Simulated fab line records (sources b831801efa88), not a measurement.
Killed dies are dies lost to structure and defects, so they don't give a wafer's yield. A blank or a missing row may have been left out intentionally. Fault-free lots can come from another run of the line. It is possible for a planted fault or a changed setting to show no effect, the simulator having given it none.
Which tool is to blame? :: flow gf180mcu :: Sampling: 13 lots, 39 wafers, 6 of 602 route steps

WHAT THE GAUGES SHOWED, per wafer
GF_STI_THK_MEAS_30.
lot: L692
measured: day 2 07:08
on: film-metro-04
STI_OXIDATION_02_THK (nm): 9.83 9.65 9.88

lot: L693
measured: day 2 11:08
on: film-metro-04
STI_OXIDATION_02_THK (nm): 9.86 10.05 9.91

lot: L694
measured: day 2 16:08
on: film-metro-01
STI_OXIDATION_02_THK (nm): 10.11 10.02 10.14

lot: L696
measured: day 3 02:19
on: film-metro-04
STI_OXIDATION_02_THK (nm): 10.10 9.89 10.24

lot: L697
measured: day 3 08:12
on: film-metro-04
STI_OXIDATION_02_THK (nm): 9.95 10.19 10.07

lot: L700
measured: day 3 23:29
on: film-metro-03
STI_OXIDATION_02_THK (nm): 10.31 10.16 10.26

lot: L701
measured: day 4 04:57
on: film-metro-04
STI_OXIDATION_02_THK (nm): 10.38 10.48 10.33

lot: L703
measured: day 4 13:45
on: film-metro-04
STI_OXIDATION_02_THK (nm): 10.15 10.20 10.27

lot: L707
measured: day 5 14:04
on: film-metro-04
STI_OXIDATION_02_THK (nm): 10.31 10.40 10.37

lot: L708
measured: day 5 20:31
on: film-metro-04
STI_OXIDATION_02_THK (nm): 10.27 10.25 10.43

lot: L709
measured: day 6 01:33
on: film-metro-03
STI_OXIDATION_02_THK (nm): 10.00 10.33 10.21

lot: L710
measured: day 6 05:44
on: film-metro-01
STI_OXIDATION_02_THK (nm): 10.11 10.04 10.07

lot: L711
measured: day 6 08:37
on: film-metro-01
STI_OXIDATION_02_THK (nm): 10.10 10.11 10.04

GF_MVSD_TW_MEAS_11.
lot: L692
measured: day 4 10:26
on: film-metro-01
MVSD_TW: 1562 1561 1554

lot: L693
measured: day 4 15:43
on: film-metro-02
MVSD_TW: 1560 1558 1567

lot: L694
measured: day 4 21:43
on: film-metro-01
MVSD_TW: 1560 1559 1560

lot: L696
measured: day 5 09:04
on: film-metro-02
MVSD_TW: 1560 1564 1570

lot: L697
measured: day 5 16:34
on: film-metro-01
MVSD_TW: 1561 1566 1559

lot: L700
measured: day 6 08:40
on: film-metro-04
MVSD_TW: 1578 1585 1576

lot: L701
measured: day 6 15:34
on: film-metro-04
MVSD_TW: 1579 1578 1574

lot: L703
measured: day 7 01:17
on: film-metro-04
MVSD_TW: 1579 1572 1577

lot: L707
measured: day 8 05:15
on: film-metro-04
MVSD_TW: 1576 1570 1581

lot: L708
measured: day 8 11:31
on: film-metro-02
MVSD_TW: 1563 1559 1558

lot: L709
measured: day 8 17:46
on: film-metro-02
MVSD_TW: 1732 1738 1732

lot: L710
measured: day 8 22:39
on: film-metro-01
MVSD_TW: 1570 1566 1570

lot: L711
measured: day 8 23:37
on: film-metro-04
MVSD_TW: 1752 1759 1754

GF_VT_IMPLANT_OVL_MEAS_40.
lot: L692
measured: day 7 13:03
on: overlay-02
VT_IMPLANT_03_OVL (nm): -0.4 -0.8 -0.9

lot: L693
measured: day 7 19:36
on: overlay-02
VT_IMPLANT_03_OVL (nm): -0.3 0.2 -0.2

lot: L694
measured: day 8 02:50
on: overlay-02
VT_IMPLANT_03_OVL (nm): 0.6 0.1 -3.4

lot: L696
measured: day 8 14:23
on: overlay-01
VT_IMPLANT_03_OVL (nm): -1.2 -1.0 -0.7

lot: L697
measured: day 8 21:29
on: overlay-02
VT_IMPLANT_03_OVL (nm): 2.9 2.2 1.5

lot: L700
measured: day 9 16:33
on: overlay-01
VT_IMPLANT_03_OVL (nm): 1.4 1.6 1.3

lot: L701
measured: day 9 23:25
on: overlay-02
VT_IMPLANT_03_OVL (nm): 2.6 1.6 2.1

lot: L703
measured: day 10 10:31
on: overlay-02
VT_IMPLANT_03_OVL (nm): -0.7 1.9 0.4

lot: L707
measured: day 11 16:40
on: overlay-01
VT_IMPLANT_03_OVL (nm): 0.4 0.5 -0.6

lot: L708
measured: day 12 00:04
on: overlay-01
VT_IMPLANT_03_OVL (nm): -2.7 -2.5 0.3

lot: L709
measured: day 12 07:15
on: overlay-02
VT_IMPLANT_03_OVL (nm): 0.0 0.2 -2.3

lot: L710
measured: day 12 12:11
on: overlay-02
VT_IMPLANT_03_OVL (nm): 1.2 0.2 0.4

lot: L711
measured: day 12 16:01
on: overlay-02
VT_IMPLANT_03_OVL (nm): 0.5 0.7 0.7

GF_VT_IMPLANT_RS_MEAS_46: uses a four-point probe to measure.
lot: L692
measured: day 7 13:34
on: film-metro-02
MVSD_RS (ohm/sq): 456.0 456.9 455.8

lot: L693
measured: day 7 20:06
on: film-metro-01
MVSD_RS (ohm/sq): 457.2 457.2 455.8

lot: L694
measured: day 8 03:20
on: film-metro-02
MVSD_RS (ohm/sq): 453.7 455.6 455.5

lot: L696
measured: day 8 14:53
on: film-metro-01
MVSD_RS (ohm/sq): 458.5 458.0 457.3

lot: L697
measured: day 8 21:59
on: film-metro-02
MVSD_RS (ohm/sq): 456.6 455.2 456.0

lot: L700
measured: day 9 17:03
on: film-metro-01
MVSD_RS (ohm/sq): 458.3 457.3 458.6

lot: L701
measured: day 9 23:56
on: film-metro-04
MVSD_RS (ohm/sq): 456.1 456.8 456.7

lot: L703
measured: day 10 11:01
on: film-metro-04
MVSD_RS (ohm/sq): 457.6 455.1 455.2

lot: L707
measured: day 11 17:10
on: film-metro-01
MVSD_RS (ohm/sq): 455.4 455.4 454.7

lot: L708
measured: day 12 00:37
on: film-metro-01
MVSD_RS (ohm/sq): 458.0 457.1 458.3

lot: L709
measured: day 12 07:45
on: film-metro-01
MVSD_RS (ohm/sq): - - -

lot: L710
measured: day 12 12:42
on: film-metro-04
MVSD_RS (ohm/sq): 457.3 455.9 456.4

lot: L711
measured: day 12 16:34
on: film-metro-04
MVSD_RS (ohm/sq): - - -

GF_POLY_GATE_THK_MEAS_01.
lot: L692
measured: day 8 17:15
on: film-metro-02
POLY_GATE_CVD_00_THK (nm): 201.3 200.4 202.2

lot: L693
measured: day 9 02:53
on: film-metro-02
POLY_GATE_CVD_00_THK (nm): 198.0 198.6 198.5

lot: L694
measured: day 9 09:48
on: film-metro-02
POLY_GATE_CVD_00_THK (nm): 201.0 200.5 199.1

lot: L696
measured: day 9 19:34
on: film-metro-03
POLY_GATE_CVD_00_THK (nm): 201.4 201.9 200.8

lot: L697
measured: day 10 04:52
on: film-metro-02
POLY_GATE_CVD_00_THK (nm): 203.6 200.6 202.7

lot: L700
measured: day 10 20:25
on: film-metro-02
POLY_GATE_CVD_00_THK (nm): 200.8 201.0 200.7

lot: L701
measured: day 11 06:31
on: film-metro-03
POLY_GATE_CVD_00_THK (nm): 201.4 202.1 200.8

lot: L703
measured: day 11 14:00
on: film-metro-02
POLY_GATE_CVD_00_THK (nm): 201.3 200.8 200.3

lot: L707
measured: day 12 20:44
on: film-metro-01
POLY_GATE_CVD_00_THK (nm): 198.8 199.5 198.7

lot: L708
measured: day 13 06:37
on: film-metro-02
POLY_GATE_CVD_00_THK (nm): 200.3 201.8 201.2

lot: L709
measured: day 13 12:26
on: film-metro-02
POLY_GATE_CVD_00_THK (nm): 201.9 199.7 200.2

lot: L710
measured: day 13 12:52
on: film-metro-02
POLY_GATE_CVD_00_THK (nm): 201.2 200.0 199.2

lot: L711
measured: day 13 23:14
on: film-metro-02
POLY_GATE_CVD_00_THK (nm): 203.5 202.9 201.9

TOOL THAT RAN EACH LOT (tool first, then ch and the chambers of the sampled wafers, then the start)
lot: L692
GF_MVSD_IMPLANT_08: implanter-01 ch 0, day 4 10:04

lot: L693
GF_MVSD_IMPLANT_08: implanter-01 ch 0, day 4 15:19

lot: L694
GF_MVSD_IMPLANT_08: implanter-02 ch 0, day 4 21:19

lot: L696
GF_MVSD_IMPLANT_08: implanter-01 ch 0, day 5 08:40

lot: L697
GF_MVSD_IMPLANT_08: implanter-01 ch 0, day 5 16:10

lot: L700
GF_MVSD_IMPLANT_08: implanter-02 ch 0, day 6 08:16

lot: L701
GF_MVSD_IMPLANT_08: implanter-02 ch 0, day 6 15:11

lot: L703
GF_MVSD_IMPLANT_08: implanter-02 ch 0, day 7 00:53

lot: L707
GF_MVSD_IMPLANT_08: implanter-01 ch 0, day 8 04:52

lot: L708
GF_MVSD_IMPLANT_08: implanter-04 ch 0, day 8 11:10

lot: L709
GF_MVSD_IMPLANT_08: implanter-02 ch 0, day 8 17:22

lot: L710
GF_MVSD_IMPLANT_08: implanter-04 ch 0, day 8 22:16

lot: L711
GF_MVSD_IMPLANT_08: implanter-02 ch 0, day 8 23:16
- GF_MVSD_IMPLANT_08

AS READ BY THE TOOLS THEMSELVES (means over the sampled wafers that have a number; for cases with no such wafer, the mark the record gives instead)
GF_MVSD_IMPLANT_08.
lot: L692
tool: implanter-01
tilt-deg (degrees): 0.002

lot: L693
tool: implanter-01
tilt-deg (degrees): -0.000

lot: L694
tool: implanter-02
tilt-deg (degrees): -0.020

lot: L696
tool: implanter-01
tilt-deg (degrees): 0.003

lot: L697
tool: implanter-01
tilt-deg (degrees): -0.027

lot: L700
tool: implanter-02
tilt-deg (degrees): -0.014

lot: L701
tool: implanter-02
tilt-deg (degrees): 0.000

lot: L703
tool: implanter-02
tilt-deg (degrees): -0.013

lot: L707
tool: implanter-01
tilt-deg (degrees): -0.007

lot: L708
tool: implanter-04
tilt-deg (degrees): -0.019

lot: L709
tool: implanter-02
tilt-deg (degrees): 12.860

lot: L710
tool: implanter-04
tilt-deg (degrees): 0.020

lot: L711
tool: implanter-02
tilt-deg (degrees): 12.895

THE ANSWER, worked out from the rows above alone
Rule: what is usual is taken from the lots themselves. The widest of any qualifying gaps counts: lots, ordered by their means at a reading, are off when they make up no more than a third of the lots, leave a main group of 4 or more, and stand apart from it by 3 or more times the standard deviation of that group's means. Not used: any main group whose means are identical at the precision the tables above print for the reading. Also off: a lot with no number at a reading for which 4 or more lots have one. All remaining lots with rows at the step are treated as sound. After the gauges, taken in route order, come the tools' own readings; for these a lot's mean is taken, as printed above. The first step at which some lot is off is used, and at that step the reading that is off furthest; a lot without a number counts as furthest.
Off: L709, L711, at GF_MVSD_TW_MEAS_11 (MVSD_TW). The main group: mean 1568, standard deviation 7.6.
If a tool, at a process step before that reading, ran all the lots that are off and no sound lot after the first of them, it fits. Not tried: the gauges at GF_MVSD_TW_MEAS_11; whatever is off there is also off at GF_MVSD_IMPLANT_08, on other tools, and gauge error can't account for it. One fits: implanter-02 at GF_MVSD_IMPLANT_08. Its last sound lot is L703 (day 7 00:53), its first lot that is off L709 (day 8 17:22): a fault that began between those two fits.
The tool's own readings at GF_MVSD_IMPLANT_08 bear it out: on the lots that are off they differ by more than 5 times the standard deviation of the sound lots' means. tilt-deg reads 12.877 degrees there against -0.007 degrees on the sound lots.

WHAT WAS PUT IN BY THE SIMULATOR
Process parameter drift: implanter-02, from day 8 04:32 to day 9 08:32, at GF_MVSD_IMPLANT_08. A move of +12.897 in setting tilt-deg, from 0. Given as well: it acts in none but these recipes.
Struck lots among those shown: L709, L711. The rule above found the same.
